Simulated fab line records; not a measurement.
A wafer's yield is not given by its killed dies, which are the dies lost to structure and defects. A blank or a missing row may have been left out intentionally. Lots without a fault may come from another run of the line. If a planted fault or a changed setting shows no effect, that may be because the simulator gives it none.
2 desks, one fault :: flow gf180mcu :: what lay behind the numbers comes last; until then each desk has only its own

== FROM THE METROLOGY DESK ==
Lot by lot, what the gauges showed, no matter which tool ran the lot: averages of those sampled wafers that carry a number. The brackets show how far a lot's mean lies from the usual mean; more than 4 standard deviations puts the lot out of limits, marked OUT.
Columns: A = M3_ALCU_RS at GF_M3_RS_MEAS_05, usual 0.0693 ohm/sq; B = V3_BOW at GF_V3_BOW_MEAS_05, usual 116 um; C = cd nm at GF_V3_CD_MEAS_14, usual 259.9 nm
lot: L703
first seen here: day 20 18:53
A: 0.0697
B: 123
C: 258.4

lot: L704
first seen here: day 21 07:00
A: 0.0690
B: 119
C: 260.3

lot: L705
first seen here: day 21 15:05
A: 0.0693
B: 114
C: 259.8

lot: L707
first seen here: day 22 07:26
A: 0.0678
B: 118
C: 262.9

lot: L708
first seen here: day 23 00:43
A: 0.0693
B: 112
C: 259.3

lot: L717
first seen here: day 25 20:40
A: 0.0701
B: 112
C: 213.9 (-35) OUT

lot: L718
first seen here: day 26 00:31
A: 0.0699
B: 121
C: 216.3 (-34) OUT

lot: L720
first seen here: day 26 13:55
A: 0.0703
B: 117
C: 258.9

lot: L721
first seen here: day 26 23:40
A: 0.0681
B: 123
C: 258.8

lot: L722
first seen here: day 27 13:16
A: 0.0693
B: 116
C: 259.6

lot: L723
first seen here: day 27 14:32
A: 0.0695
B: 122
C: 259.6

lot: L725
first seen here: day 28 05:19
A: 0.0703
B: 128
C: 260.4
This desk finds L717, L718 out of limits, L717 being first, at day 27 15:22 (cd nm at GF_V3_CD_MEAS_14). In limits: L703, L704, L705, L707, L708, L720, L721, L722, L723, L725.

== FOR THE TOOL OWNER'S DESK: krf scanner-02 ==
The tool's own readings at GF_V3_EXPOSE_11 (exposes mask Via3, target cd 260 nm): means of the sampled wafers that have a number, for each lot that ran on this tool. The brackets show how far a lot's mean lies from the usual mean; more than 4 standard deviations puts the lot out of limits, marked OUT.
Columns: A = exposure dose mJ cm2 at GF_V3_EXPOSE_11, usual 38.42
lot: L704
first seen here: day 22 19:32
A: 38.41

lot: L705
first seen here: day 23 03:43
A: 38.42

lot: L707
first seen here: day 23 19:38
A: 38.38

lot: L708
first seen here: day 24 11:25
A: 38.43

lot: L717
first seen here: day 27 05:26
A: 28.81 (-99 or more) OUT

lot: L718
first seen here: day 27 09:35
A: 28.85 (-99 or more) OUT
This desk finds L717, L718 out of limits, L717 being first, at day 27 05:26 (exposure dose mJ cm2 at GF_V3_EXPOSE_11). In limits: L704, L705, L707, L708.

== BROUGHT TOGETHER ==
The tool owner's desk had the chance to raise an alarm at day 27 05:26 on L717, L718.
The metrology desk could have raised an alarm at day 27 15:22, on L717, L718.
On krf scanner-02, each named lot ran GF_V3_EXPOSE_11.

== WHAT WAS PUT IN BY THE SIMULATOR ==
Process parameters drifting: krf scanner-02 at GF_V3_EXPOSE_11, beginning at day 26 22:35. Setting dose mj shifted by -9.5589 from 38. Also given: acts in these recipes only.
Shown lots that were struck: L717, L718.
Fault start to first reading out of limits, in hours, per desk: tool owner, 7; metrology, 17.
